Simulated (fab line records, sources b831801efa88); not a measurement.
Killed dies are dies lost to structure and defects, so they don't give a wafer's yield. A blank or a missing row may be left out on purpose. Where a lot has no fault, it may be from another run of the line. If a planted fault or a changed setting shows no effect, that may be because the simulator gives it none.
fab line records    flow sky130
record: lots: 14  wafers: 42  last_day: 51
route steps=708 shown VIA1@470 METAL2@498 VIA2@521
lots that met no fault: taken from a fault-free run of the same line
start_h: the number of hours between the record's first day and the start of the first shown wafer of the lot    wait_h: hours elapsed since this lot's preceding step    " unchanged from the row above    L1.1+2: one row covering several wafers at once    - either no value or no given start    * or withheld: withheld    < > ~ a bound
route shown NAME@n: names a module that has steps shown in the file, with the first one's number in the route    usual: mean/standard deviation taken from wafers without a fault    same: alike in all rows    chamber/n: place in a boat    sites: each site's reading    _std_site: how widely they spread, as a standard deviation    _edge_site: outer sites' mean less inner sites'    radius_mm: how far each site lies from the wafer's centre    mask NAME#n: copy n    behind: the last tool/chamber to shape the wafer    hold: cause of the lot's hold/its duration in hours/its outcome    device: whichever transistor did not switch (one of n, p or np)    end of line: tests run on the same wafers once the route is complete    a step without rows: its recipe alone    killed: the dies lost at the first sort to structure and to defects; this is not the yield of the wafer    map: the dies of a wafer, with x for killed, . for not killed, _ for no die there
set.NAME: the run value of the setting; set.NAME@STEP: its run value at that earlier step    model.NAME: the simulator's own value behind a step, which no gauge read
a sample of lots followed through the steps of the route, with each step as a table and each wafer as a row
services: a tool's chamber out of use, with start hour (start_h, from the record's first day; less than 0 if before it), hours out, and reason
== steps ==
step: SKY_VIA1_CD_MEAS_12
recipe: target_cd_nm: 150
usual: cd_nm: 149.9/1.7
lot.wafer  tool       chamber  start_h  wait_h  cd_nm
L211.1     cd_sem-02  -        824.38   -       150.3
L211.3     "          -        "        "       151.5
L211.5     "          -        "        "       149.6
L210.1     cd_sem-02  -        825.45   -       149.5
L210.4     "          -        "        "       150.7
L210.5     "          -        "        "       148.7
L212.2     cd_sem-01  -        835.62   -       149.2
L212.5     "          -        "        "       149.8
L212.6     "          -        "        "       150.3
L213.3     cd_sem-01  -        837.34   -       151.4
L213.4     "          -        "        "       153.1
L213.5     "          -        "        "       151.7
L215.3     cd_sem-01  -        857.89   -       148.4
L215.5     "          -        "        "       148.9
L215.6     "          -        "        "       148.9
L216.1     cd_sem-01  -        861.25   -       149.2
L216.2     "          -        "        "       148.9
L216.5     "          -        "        "       149.2
L217.1     cd_sem-02  -        870.05   -       148.8
L217.4     "          -        "        "       149.3
L217.5     "          -        "        "       147.6
L218.1     cd_sem-01  -        872.23   -       146.7
L218.3     "          -        "        "       147.3
L218.6     "          -        "        "       148.4
L219.2     cd_sem-02  -        877.10   -       148.8
L219.4     "          -        "        "       146.9
L219.6     "          -        "        "       148.0
L222.1     cd_sem-01  -        914.15   -       153.3
L222.3     "          -        "        "       153.6
L222.6     "          -        "        "       151.9
L223.2     cd_sem-01  -        915.47   -       148.6
L223.4     "          -        "        "       149.1
L223.6     "          -        "        "       150.7
L226.1     cd_sem-02  -        926.85   -       150.5
L226.3     "          -        "        "       151.9
L226.4     "          -        "        "       152.3
L231.1     cd_sem-01  -        970.90   -       148.6
L231.3     "          -        "        "       149.8
L231.6     "          -        "        "       147.8
L232.2     cd_sem-02  -        973.27   -       150.0
L232.5     "          -        "        "       148.3
L232.6     "          -        "        "       149.1
step: SKY_METAL2_CD_MEAS_15
recipe: target_cd_nm: 140
usual: cd_nm: 140.0/1.5
lot.wafer  tool       chamber  start_h  wait_h  cd_nm
L211.1     cd_sem-02  -        853.05   -       138.9
L211.3     "          -        "        "       138.0
L211.5     "          -        "        "       137.2
L210.1     cd_sem-02  -        853.50   -       138.3
L210.4     "          -        "        "       137.6
L210.5     "          -        "        "       138.0
L212.2     cd_sem-01  -        864.47   -       140.4
L212.5     "          -        "        "       141.2
L212.6     "          -        "        "       139.7
L213.3     cd_sem-01  -        865.79   -       137.8
L213.4     "          -        "        "       139.9
L213.5     "          -        "        "       138.6
L215.3     cd_sem-01  -        885.39   -       143.2
L215.5     "          -        "        "       142.1
L215.6     "          -        "        "       141.6
L216.1     cd_sem-01  -        889.45   -       140.8
L216.2     "          -        "        "       142.2
L216.5     "          -        "        "       141.5
L217.1     cd_sem-02  -        900.00   -       138.9
L217.4     "          -        "        "       138.5
L217.5     "          -        "        "       139.6
L218.1     cd_sem-02  -        901.10   -       141.3
L218.3     "          -        "        "       139.8
L218.6     "          -        "        "       141.9
L219.2     cd_sem-02  -        907.12   -       140.9
L219.4     "          -        "        "       138.5
L219.6     "          -        "        "       140.0
L222.1     cd_sem-01  -        941.80   -       140.8
L222.3     "          -        "        "       140.5
L222.6     "          -        "        "       142.6
L223.2     cd_sem-01  -        942.17   -       139.4
L223.4     "          -        "        "       141.3
L223.6     "          -        "        "       138.4
L226.1     cd_sem-01  -        953.65   -       140.0
L226.3     "          -        "        "       142.6
L226.4     "          -        "        "       141.0
L231.1     cd_sem-01  -        996.45   -       143.4
L231.3     "          -        "        "       141.7
L231.6     "          -        "        "       141.5
L232.2     cd_sem-01  -        998.87   -       141.9
L232.5     "          -        "        "       142.2
L232.6     "          -        "        "       140.1
step: SKY_METAL2_ETCH_18
recipe: chemistry: N2/H2  target: BARC  ion_energy_ev: 200  bias_w: 100  pressure_mtorr: 30  n2_flow_sccm: 100  h2_flow_sccm: 200  icp_w: 500  stop_on: SiO2  time_s: 45.9  target_depth_a: 600
usual: drypump_motor_current_A: 5.9/0.46  oes_product_au: 0.855/0.0045  run_length_s: 74.4/0.93  throttle_valve_pct: 13.223/0.0081
lot.wafer  tool          chamber  start_h  wait_h  drypump_motor_current_A  oes_product_au  rf_hours_counter_h  run_length_s  throttle_valve_pct
L211.1     rie_metal-04  1        853.25   0.0     5.6                      0.856           5                   77.7          13.231
L211.3     "             0        "        "       6.3                      0.858           -                   77.1          13.223
L211.5     "             1        "        "       5.5                      0.854           -                   77.5          13.222
L210.1     rie_metal-02  1        853.69   0.0     6.2                      0.853           6                   74.0          13.219
L210.4     "             0        "        "       6.1                      0.850           -                   73.8          13.202
L210.5     "             1        "        "       6.3                      0.850           -                   73.9          13.224
L212.2     rie_metal-04  0        864.64   0.0     6.3                      0.855           10                  74.0          13.213
L212.5     "             0        "        "       6.3                      0.851           -                   74.0          13.241
L212.6     "             1        "        "       5.5                      0.863           -                   74.6          13.219
L213.3     rie_metal-04  0        865.96   0.0     6.3                      0.846           -                   73.7          13.209
L213.4     "             1        "        "       5.6                      0.858           -                   74.3          13.216
L213.5     "             1        "        "       5.6                      0.855           -                   74.7          13.228
L215.3     rie_metal-04  0        885.56   0.0     6.3                      0.859           -                   73.8          13.229
L215.5     "             0        "        "       6.3                      0.861           -                   73.7          13.220
L215.6     "             1        "        "       5.6                      0.848           -                   74.8          13.216
L216.1     rie_metal-04  0        889.64   0.0     6.3                      0.849           12                  73.8          13.218
L216.2     "             1        "        "       5.6                      0.863           6                   74.6          13.210
L216.5     "             0        "        "       6.3                      0.855           -                   74.2          13.223
L217.1     rie_metal-03  0        900.19   0.0     5.1                      0.850           9                   73.6          13.219
L217.4     "             0        "        "       5.1                      0.857           -                   73.9          13.214
L217.5     "             1        "        "       5.1                      0.855           -                   74.4          13.219
L218.1     rie_metal-03  1        901.29   0.0     5.1                      0.855           0                   74.8          13.221
L218.3     "             0        "        "       5.2                      0.866           -                   73.6          13.220
L218.6     "             0        "        "       5.1                      0.852           -                   73.8          13.223
L219.2     rie_metal-04  0        907.29   0.0     6.3                      0.855           12                  73.6          13.224
L219.4     "             1        "        "       5.6                      0.855           -                   74.6          13.234
L219.6     "             1        "        "       5.6                      0.852           -                   74.8          13.218
L222.1     rie_metal-04  1        941.99   0.0     5.6                      0.861           9                   74.4          13.227
L222.3     "             1        "        "       5.6                      0.857           -                   74.5          13.227
L222.6     "             1        "        "       5.6                      0.849           -                   74.8          13.230
L223.2     rie_metal-02  0        942.34   0.0     6.1                      0.858           22                  74.3          13.234
L223.4     "             1        "        "       6.3                      0.850           -                   73.7          13.219
L223.6     "             0        "        "       6.1                      0.854           -                   74.0          13.223
L226.1     rie_metal-04  1        953.84   0.0     5.5                      0.859           9                   74.3          13.246
L226.3     "             1        "        "       5.6                      0.857           -                   74.5          13.215
L226.4     "             0        "        "       6.3                      0.853           -                   74.0          13.212
L231.1     rie_metal-04  0        996.64   0.0     6.3                      0.852           17                  73.9          13.219
L231.3     "             1        "        "       5.6                      0.858           -                   74.5          13.234
L231.6     "             1        "        "       5.6                      0.849           -                   74.3          13.214
L232.2     rie_metal-02  1        999.04   0.0     6.3                      0.857           14                  74.1          13.222
L232.5     "             1        "        "       6.3                      0.859           -                   73.9          13.221
L232.6     "             0        "        "       6.1                      0.858           -                   74.0          13.231
step: SKY_VIA2_ETCH_14
recipe: chemistry: N2/H2  target: BARC  ion_energy_ev: 200  source_w: 500  bias_w: 100  pressure_mtorr: 30  n2_flow_sccm: 100  h2_flow_sccm: 200  stop_on: SiO2  time_s: 45.9  target_depth_a: 600
usual: drypump_motor_current_A: 5.8/0.44  oes_product_au: 0.854/0.005  run_length_s: 74.3/0.35  throttle_valve_pct: 13.224/0.0095
lot.wafer  tool         chamber  start_h  wait_h  drypump_motor_current_A  oes_product_au  rf_hours_counter_h  run_length_s  throttle_valve_pct
L211.1     rie_diel-01  0        880.74   0.0     6.1                      0.860           5                   74.1          13.211
L211.3     "            1        "        "       5.6                      0.855           13                  74.7          13.211
L211.5     "            2        "        "       5.3                      0.860           -                   74.5          13.239
L210.1     rie_diel-04  3        880.86   0.0     5.6                      0.860           21                  73.4          13.223
L210.4     "            2        "        "       5.5                      0.848           -                   74.4          13.234
L210.5     "            0        "        "       5.5                      0.858           -                   74.6          13.226
L212.2     rie_diel-02  3        892.50   0.0     5.6                      0.846           9                   74.1          13.210
L212.5     "            3        "        "       5.5                      0.855           -                   74.1          13.224
L212.6     "            2        "        "       6.7                      0.856           -                   74.5          13.216
L213.3     rie_diel-01  2        894.10   0.0     5.3                      0.856           2                   74.4          13.224
L213.4     "            0        "        "       6.2                      0.853           5                   74.4          13.228
L213.5     "            0        "        "       6.2                      0.851           -                   74.0          13.229
L215.3     rie_diel-01  3        913.39   0.0     5.7                      0.850           26                  74.7          13.228
L215.5     "            3        "        "       5.7                      0.849           -                   74.6          13.235
L215.6     "            0        "        "       6.2                      0.851           -                   74.2          13.225
L216.1     rie_diel-02  1        917.25   0.0     6.6                      0.855           3                   74.2          13.237
L216.2     "            3        "        "       5.6                      0.852           9                   73.9          13.231
L216.5     "            2        "        "       6.7                      0.858           -                   74.8          13.227
L217.1     rie_diel-02  3        926.80   0.0     5.6                      0.863           10                  74.2          13.215
L217.4     "            2        "        "       6.7                      0.850           8                   74.5          13.206
L217.5     "            0        "        "       5.7                      0.862           -                   74.3          13.225
L218.1     rie_diel-01  0        928.59   0.0     6.2                      0.846           6                   74.2          13.234
L218.3     "            2        "        "       5.3                      0.849           3                   74.5          13.230
L218.6     "            1        "        "       5.6                      0.854           -                   74.3          13.230
L219.2     rie_diel-01  1        934.50   0.0     5.6                      0.849           15                  74.4          13.226
L219.4     "            0        "        "       6.2                      0.845           6                   74.2          13.221
L219.6     "            1        "        "       5.6                      0.852           -                   74.4          13.209
L222.1     rie_diel-02  3        968.29   0.0     5.6                      0.846           11                  74.1          13.222
L222.3     "            1        "        "       6.6                      0.858           4                   74.4          13.225
L222.6     "            2        "        "       6.8                      0.860           -                   74.4          13.231
L223.2     rie_diel-01  2        968.35   0.0     5.3                      0.984           4                   58.7          13.223
L223.4     "            0        "        "       6.2                      0.853           7                   74.5          13.215
L223.6     "            2        "        "       5.3                      0.995           -                   58.7          13.231
L226.1     rie_diel-01  1        980.44   0.0     5.6                      0.860           16                  74.3          13.235
L226.3     "            2        "        "       5.3                      1.008           5                   59.0          13.250
L226.4     "            2        "        "       5.3                      1.005           -                   59.0          13.248
L231.1     rie_diel-04  0        1021.49  0.0     5.5                      0.851           7                   74.2          13.211
L231.3     "            2        "        "       5.5                      0.857           18                  75.3          13.221
L231.6     "            1        "        "       5.8                      0.855           -                   73.9          13.236
L232.2     rie_diel-04  1        1023.85  0.0     5.8                      0.848           11                  73.8          13.231
L232.5     "            1        "        "       5.8                      0.858           -                   73.8          13.226
L232.6     "            0        "        "       5.5                      0.856           -                   74.6          13.214
step: SKY_VIA2_ETCH_15
recipe: target: SiO2  chemistry: C4F8/O2/Ar  target_depth_nm: 546  stop_on: TiN  mask_material: KrF-thick  source_w: 1500  bias_w: 1200  pressure_mtorr: 40  c4f8_flow_sccm: withheld  O2_flow_sccm: 6  Ar_flow_sccm: 300  time_s: 84
usual: oes_product_au: 0.940/0.0048  run_length_s: 112.4/0.35
lot.wafer  tool         chamber  start_h  wait_h  oes_product_au  rf_hours_counter_h  run_length_s
L211.1     rie_diel-01  0        880.78   0.0     0.943           5                   112.0
L211.3     "            1        "        "       0.944           13                  112.4
L211.5     "            2        "        "       0.938           -                   112.4
L210.1     rie_diel-04  3        880.90   0.0     0.942           21                  111.7
L210.4     "            2        "        "       0.937           -                   113.4
L210.5     "            0        "        "       0.931           -                   112.5
L212.2     rie_diel-02  3        892.55   0.0     0.949           9                   112.1
L212.5     "            3        "        "       0.938           -                   112.0
L212.6     "            2        "        "       0.940           -                   113.2
L213.3     rie_diel-01  2        894.15   0.0     0.935           2                   112.5
L213.4     "            0        "        "       0.942           5                   112.6
L213.5     "            0        "        "       0.952           -                   112.2
L215.3     rie_diel-01  3        913.43   0.0     0.945           26                  112.7
L215.5     "            3        "        "       0.934           -                   112.6
L215.6     "            0        "        "       0.941           -                   112.4
L216.1     rie_diel-02  1        917.30   0.0     0.942           3                   112.2
L216.2     "            3        "        "       0.944           9                   112.1
L216.5     "            2        "        "       0.943           -                   112.3
L217.1     rie_diel-02  3        926.85   0.0     0.939           10                  112.9
L217.4     "            2        "        "       0.939           8                   112.5
L217.5     "            0        "        "       0.946           -                   112.1
L218.1     rie_diel-01  0        928.63   0.0     0.932           6                   112.0
L218.3     "            2        "        "       0.936           3                   112.6
L218.6     "            1        "        "       0.935           -                   112.5
L219.2     rie_diel-01  1        934.55   0.0     0.942           15                  112.7
L219.4     "            0        "        "       0.933           6                   112.7
L219.6     "            1        "        "       0.942           -                   112.6
L222.1     rie_diel-02  3        968.33   0.0     0.930           11                  112.0
L222.3     "            1        "        "       0.940           4                   112.6
L222.6     "            2        "        "       0.937           -                   112.8
L223.2     rie_diel-01  2        968.40   0.0     0.583           4                   112.8
L223.4     "            0        "        "       0.933           7                   112.3
L223.6     "            2        "        "       0.624           -                   112.4
L226.1     rie_diel-01  1        980.48   0.0     0.942           16                  112.4
L226.3     "            2        "        "       0.674           5                   112.2
L226.4     "            2        "        "       0.657           -                   112.7
L231.1     rie_diel-04  0        1021.53  0.0     0.937           7                   112.2
L231.3     "            2        "        "       0.938           18                  112.5
L231.6     "            1        "        "       0.938           -                   112.2
L232.2     rie_diel-04  1        1023.90  0.0     0.937           12                  111.9
L232.5     "            1        "        "       0.934           -                   112.3
L232.6     "            0        "        "       0.938           -                   112.3
step: SKY_VIA2_STRIP_16
recipe: chemistry: O2/N2  power_w: 1400  pressure_mtorr: 1500  platen_temp_c: withheld  o2_flow_sccm: 3000  n2_flow_sccm: 300  overash_fraction: 0.5
usual: drypump_motor_current_A: 5.7/0.34  oes_product_au: 0.399/0.0045  strip_time_to_endpoint_s: 4.054/0.023
lot.wafer  tool             chamber  start_h  wait_h  drypump_motor_current_A  oes_product_au  rf_hours_counter_h  strip_time_to_endpoint_s
L211.1     plasma_asher-04  1        880.84   0.0     5.7                      0.390           44                  4.024
L211.3     "                1        "        "       5.7                      0.399           -                   4.044
L211.5     "                1        "        "       5.7                      0.403           -                   4.044
L210.1     plasma_asher-01  1        880.96   0.0     5.7                      0.398           14                  4.031
L210.4     "                0        "        "       5.0                      0.399           -                   4.036
L210.5     "                0        "        "       5.0                      0.403           -                   4.083
L212.2     plasma_asher-04  0        892.61   0.0     6.2                      0.408           45                  4.092
L212.5     "                1        "        "       5.7                      0.404           -                   4.087
L212.6     "                0        "        "       6.2                      0.397           -                   4.053
L213.3     plasma_asher-01  0        894.24   0.1     5.0                      0.399           -                   4.070
L213.4     "                1        "        "       5.7                      0.400           -                   4.060
L213.5     "                1        "        "       5.7                      0.396           -                   4.060
L215.3     plasma_asher-03  1        913.53   0.1     5.6                      0.392           -                   4.030
L215.5     "                0        "        "       5.7                      0.390           -                   4.005
L215.6     "                1        "        "       5.6                      0.387           -                   4.026
L216.1     plasma_asher-03  0        917.36   0.0     5.6                      0.403           110                 4.029
L216.2     "                1        "        "       5.6                      0.391           110                 4.019
L216.5     "                1        "        "       5.6                      0.398           -                   4.050
L217.1     plasma_asher-01  0        926.91   0.0     5.0                      0.408           18                  4.077
L217.4     "                1        "        "       5.7                      0.399           -                   4.073
L217.5     "                0        "        "       5.0                      0.395           -                   4.055
L218.1     plasma_asher-03  0        928.69   0.0     5.7                      0.403           112                 4.048
L218.3     "                1        "        "       5.6                      0.397           -                   4.062
L218.6     "                0        "        "       5.7                      0.396           -                   4.073
L219.2     plasma_asher-01  0        934.61   0.0     5.0                      0.400           19                  4.067
L219.4     "                1        "        "       5.8                      0.408           -                   4.064
L219.6     "                0        "        "       5.0                      0.400           -                   4.091
L222.1     plasma_asher-04  1        968.39   0.0     5.6                      0.403           53                  4.065
L222.3     "                0        "        "       6.1                      0.393           -                   4.037
L222.6     "                0        "        "       6.2                      0.403           -                   4.069
L223.2     plasma_asher-03  0        968.46   0.0     5.7                      0.415           116                 4.191
L223.4     "                1        "        "       5.6                      0.397           -                   4.047
L223.6     "                0        "        "       5.6                      0.413           -                   4.212
L226.1     plasma_asher-04  0        980.54   0.0     6.2                      0.401           54                  4.096
L226.3     "                1        "        "       5.6                      0.404           -                   4.222
L226.4     "                0        "        "       6.1                      0.394           -                   4.210
L231.1     plasma_asher-04  0        1021.59  0.0     6.1                      0.400           58                  4.062
L231.3     "                0        "        "       6.1                      0.403           -                   4.018
L231.6     "                1        "        "       5.7                      0.396           -                   4.075
L232.2     plasma_asher-03  1        1023.96  0.0     5.6                      0.402           121                 4.017
L232.5     "                1        "        "       5.6                      0.403           -                   4.046
L232.6     "                0        "        "       5.7                      0.400           -                   4.053
== services ==
tool             chamber  start_h  hours  kind
rie_metal-03     1        854.95   -      clean
rie_metal-03     1        854.95   38.8   scheduled_down
rie_metal-03     1        854.95   38.8   vent_cycle
rie_diel-04      1        858.88   27.6   repair
rie_metal-04     -        888.27   0.5    repair
plasma_asher-03  -        890.21   1.0    repair
plasma_asher-01  -        894.47   7.6    repair
rie_diel-02      1        936.76   2.9    repair
rie_metal-02     0        960.44   -      clean
rie_metal-02     0        960.44   12.9   scheduled_down
rie_metal-02     0        960.44   12.9   vent_cycle
plasma_asher-01  -        964.30   4.3    pm
rie_diel-01      3        974.33   -      clean
rie_diel-01      3        974.33   12.4   scheduled_down
rie_diel-01      3        974.33   12.4   vent_cycle
rie_diel-02      1        997.26   3.1    repair
== key ==
first_sign: step: SKY_VIA2_ETCH_14  reading: run_length_s  direction: down  sigmas: 44  usual: *  struck: *
effect: step: SKY_VIA2_ETCH_14  reading: oes_product_au  direction: up  sigmas: 29  usual: 0.854  struck: 0.998
effect: step: SKY_VIA2_ETCH_15  reading: oes_product_au  direction: down  sigmas: 64  usual: 0.940  struck: 0.635
effect: step: SKY_VIA2_STRIP_16  reading: strip_time_to_endpoint_s  direction: up  sigmas: 6.7  usual: *  struck: *
met_at SKY_VIA2_ETCH_14
struck_lots L223,L226
struck_wafers L223.2,L223.6,L226.3,L226.4
sort_left_out L223.2,L223.6,L226.3,L226.4
not_acting_at SKY_VIA1_CD_MEAS_12,SKY_METAL2_CD_MEAS_15,SKY_METAL2_ETCH_18
onset_between 928.59 968.35
fault: kind: process_parameter_drift  tool: rie_diel-01  chamber: 2  onset_h: 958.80  steps: SKY_VIA2_ETCH_14  channel: time_s  offset: *  shape: step  end_h: 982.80  acts_in: *  stated: *
sort_left_out: the simulated sort isn't trusted on such a fault, so these wafers' sort isn't shown, and their yield isn't known
